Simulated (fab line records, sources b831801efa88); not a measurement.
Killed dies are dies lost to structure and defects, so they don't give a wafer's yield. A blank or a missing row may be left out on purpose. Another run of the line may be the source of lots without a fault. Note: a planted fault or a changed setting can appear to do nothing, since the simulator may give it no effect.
Which tool is to blame? || flow gf180mcu || Sampling: 13 lots, 39 wafers, 2 of 602 route steps

## WHAT THE GAUGES SHOWED, per wafer
GF_V5_RS_MEAS_24: measures by four-point-probe.
{"lot": "L942", "measured": "day 27 14:26", "on": "film-metro-01", "V5_W_RS (ohm/sq)": "0.318 0.321 0.326"}
{"lot": "L943", "measured": "day 27 20:29", "on": "film-metro-03", "V5_W_RS (ohm/sq)": "0.323 0.325 0.321"}
{"lot": "L944", "measured": "day 28 02:55", "on": "film-metro-03", "V5_W_RS (ohm/sq)": "0.322 0.324 0.322"}
{"lot": "L946", "measured": "day 28 22:18", "on": "film-metro-02", "V5_W_RS (ohm/sq)": "0.327 0.327 0.328"}
{"lot": "L947", "measured": "day 29 00:36", "on": "film-metro-03", "V5_W_RS (ohm/sq)": "0.326 0.322 0.325"}
{"lot": "L949", "measured": "day 29 17:53", "on": "film-metro-01", "V5_W_RS (ohm/sq)": "0.331 0.331 0.336"}
{"lot": "L950", "measured": "day 30 02:07", "on": "film-metro-02", "V5_W_RS (ohm/sq)": "0.325 0.322 0.325"}
{"lot": "L951", "measured": "day 30 08:58", "on": "film-metro-03", "V5_W_RS (ohm/sq)": "0.324 0.324 0.322"}
{"lot": "L953", "measured": "day 30 21:25", "on": "film-metro-01", "V5_W_RS (ohm/sq)": "0.328 0.330 0.327"}
{"lot": "L954", "measured": "day 31 09:26", "on": "film-metro-01", "V5_W_RS (ohm/sq)": "0.327 0.327 0.328"}
{"lot": "L960", "measured": "day 32 20:08", "on": "film-metro-02", "V5_W_RS (ohm/sq)": "0.331 0.333 0.333"}
{"lot": "L963", "measured": "day 33 08:04", "on": "film-metro-02", "V5_W_RS (ohm/sq)": "0.327 0.328 0.327"}
{"lot": "L964", "measured": "day 33 11:27", "on": "film-metro-02", "V5_W_RS (ohm/sq)": "0.330 0.326 0.325"}

## WHAT TOOL EACH LOT RAN ON (gives the tool, then ch and the chambers of the sampled wafers, and finally the start)
{"lot": "L942", "GF_V2_CVD_02": "pecvd-03 ch 1,2, day 19 14:55"}
{"lot": "L943", "GF_V2_CVD_02": "pecvd-01 ch 1,2, day 19 23:10"}
{"lot": "L944", "GF_V2_CVD_02": "pecvd-03 ch 0,1, day 20 05:44"}
{"lot": "L946", "GF_V2_CVD_02": "pecvd-04 ch 0,1, day 21 07:29"}
{"lot": "L947", "GF_V2_CVD_02": "pecvd-01 ch 0,1,2, day 21 09:43"}
{"lot": "L949", "GF_V2_CVD_02": "pecvd-01 ch 0,1, day 22 05:22"}
{"lot": "L950", "GF_V2_CVD_02": "pecvd-01 ch 1,2, day 22 15:37"}
{"lot": "L951", "GF_V2_CVD_02": "pecvd-01 ch 1,2, day 23 00:59"}
{"lot": "L953", "GF_V2_CVD_02": "pecvd-04 ch 0,1,2, day 23 14:38"}
{"lot": "L954", "GF_V2_CVD_02": "pecvd-01 ch 0,1,2, day 24 07:44"}
{"lot": "L960", "GF_V2_CVD_02": "pecvd-04 ch 0,1,2, day 26 03:35"}
{"lot": "L963", "GF_V2_CVD_02": "pecvd-04 ch 0,1,2, day 26 19:07"}
{"lot": "L964", "GF_V2_CVD_02": "pecvd-03 ch 1,2, day 27 02:04"}
- GF_V2_CVD_02: deposits SiO2 from TEOS, target thk 850 nm, time 94.851 s.

## WHAT THE TOOLS THEMSELVES READ (means of the sampled wafers that have a number; where no wafer has one, the mark that the record gives instead)
GF_V2_CVD_02.
{"lot": "L942", "tool": "pecvd-03", "heater-power-w (W)": 627}
{"lot": "L943", "tool": "pecvd-01", "heater-power-w (W)": 865}
{"lot": "L944", "tool": "pecvd-03", "heater-power-w (W)": 722}
{"lot": "L946", "tool": "pecvd-04", "heater-power-w (W)": 722}
{"lot": "L947", "tool": "pecvd-01", "heater-power-w (W)": 774}
{"lot": "L949", "tool": "pecvd-01", "heater-power-w (W)": 724}
{"lot": "L950", "tool": "pecvd-01", "heater-power-w (W)": 771}
{"lot": "L951", "tool": "pecvd-01", "heater-power-w (W)": 710}
{"lot": "L953", "tool": "pecvd-04", "heater-power-w (W)": 700}
{"lot": "L954", "tool": "pecvd-01", "heater-power-w (W)": 758}
{"lot": "L960", "tool": "pecvd-04", "heater-power-w (W)": 652}
{"lot": "L963", "tool": "pecvd-04", "heater-power-w (W)": 736}
{"lot": "L964", "tool": "pecvd-03", "heater-power-w (W)": 685}

## THE ANSWER, worked out from the rows above alone
Rule: the usual values come from the lots themselves. Put in order of their means at a reading, lots are off if they are a third of the lots or fewer, leave a main group of 4 or more, and stand apart from it by a gap of 3 or more times the standard deviation of the main group's means; of several such gaps the widest counts. A main group whose means are all the same, to the digits that the tables above print for the reading, isn't used. A lot without any number at a reading at which 4 lots or more have one is off too. The other lots that the step has rows for count as sound. After the gauges, taken in route order, come the tools' own readings; for these a lot's mean is taken, as printed above. At the first step where some lot is off, the reading lying furthest off is the one used; lots without a number count as furthest.
No lot is off at any reading shown: from this, nothing can be told.

## WHAT THE SIMULATOR HAD PUT IN
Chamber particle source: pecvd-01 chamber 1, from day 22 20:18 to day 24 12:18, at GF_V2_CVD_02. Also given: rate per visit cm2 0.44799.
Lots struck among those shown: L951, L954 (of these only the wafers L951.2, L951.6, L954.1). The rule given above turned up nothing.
